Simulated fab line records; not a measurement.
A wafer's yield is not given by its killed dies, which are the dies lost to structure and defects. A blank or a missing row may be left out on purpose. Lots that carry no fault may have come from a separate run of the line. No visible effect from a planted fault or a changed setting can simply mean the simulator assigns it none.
One fault through the eyes of 2 desks || flow sky130 || each desk has only its own numbers; what lay behind them comes last

THE METROLOGY DESK
What the gauges read, lot by lot, whatever tool the lot ran on: means of the sampled wafers that have a number. A lot is out of limits, marked OUT, if its mean lies more than 4 standard deviations from the usual mean; the brackets give that distance.
Columns: A = VIA2_OVL at SKY_VIA2_OVL_MEAS_13, usual -2 nm
{"lot": "L300", "first seen here": "day 36 21:02", "A": 2}
{"lot": "L301", "first seen here": "day 37 03:02", "A": -4}
{"lot": "L304", "first seen here": "day 38 14:47", "A": 7}
{"lot": "L305", "first seen here": "day 38 16:39", "A": -7}
{"lot": "L307", "first seen here": "day 38 20:05", "A": -7}
{"lot": "L311", "first seen here": "day 40 00:11", "A": -2}
{"lot": "L314", "first seen here": "day 42 00:22", "A": -10}
{"lot": "L316", "first seen here": "day 42 02:16", "A": 6}
{"lot": "L315", "first seen here": "day 42 03:44", "A": -4}
{"lot": "L318", "first seen here": "day 42 07:05", "A": -7}
{"lot": "L319", "first seen here": "day 42 11:16", "A": -1}
{"lot": "L320", "first seen here": "day 42 15:59", "A": 3}
This desk found nothing out of limits on any of the 12 lots.

AT THE TOOL OWNER'S DESK: litho-track-02
The tool's own readings at SKY_VIA2_SOFTBAKE_08 (time 90 s): means of the sampled wafers that have a number, for each lot that ran on this tool. A lot is out of limits, marked OUT, if its mean lies more than 4 standard deviations from the usual mean; the brackets give that distance.
Columns: A = heater-power-total-W at SKY_VIA2_SOFTBAKE_08, usual 57.38 W; B = resist-line-temp-C at SKY_VIA2_SOFTBAKE_08, usual 22.98 C; C = run-length-s at SKY_VIA2_SOFTBAKE_08, usual 118.89 s
{"lot": "L300", "first seen here": "day 36 08:00", "A": 57.41, "B": 23.00, "C": 118.59}
{"lot": "L307", "first seen here": "day 38 07:00", "A": 57.39, "B": 23.06, "C": 118.69}
{"lot": "L311", "first seen here": "day 39 11:00", "A": 57.44, "B": 22.84, "C": 118.67}
{"lot": "L314", "first seen here": "day 41 12:00", "A": "58.60 (+11) OUT", "B": 23.07, "C": "112.44 (-27) OUT"}
{"lot": "L315", "first seen here": "day 41 15:00", "A": "58.67 (+12) OUT", "B": 22.91, "C": "112.38 (-27) OUT"}
This desk's finding: out of limits on L314, L315; first on L314, day 41 12:00 (heater-power-total-W at SKY_VIA2_SOFTBAKE_08). L300, L307, L311 stayed within limits.

ALL TOGETHER
The tool owner's desk could have raised an alarm at day 41 12:00, on L314, L315.
The metrology desk saw nothing out of limits.
The metrology desk holds a record of L314, L315, inside its limits.
SKY_VIA2_SOFTBAKE_08 was run on litho-track-02 by each of the lots named.

WHAT THE SIMULATOR HAD INSERTED
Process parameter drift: litho-track-02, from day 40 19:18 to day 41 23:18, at SKY_VIA2_SOFTBAKE_08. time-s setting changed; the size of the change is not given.
Struck lots among those shown: L314, L315.
Delay in hours, fault start to first out-of-limits reading, by desk: the tool owner's desk at 17.
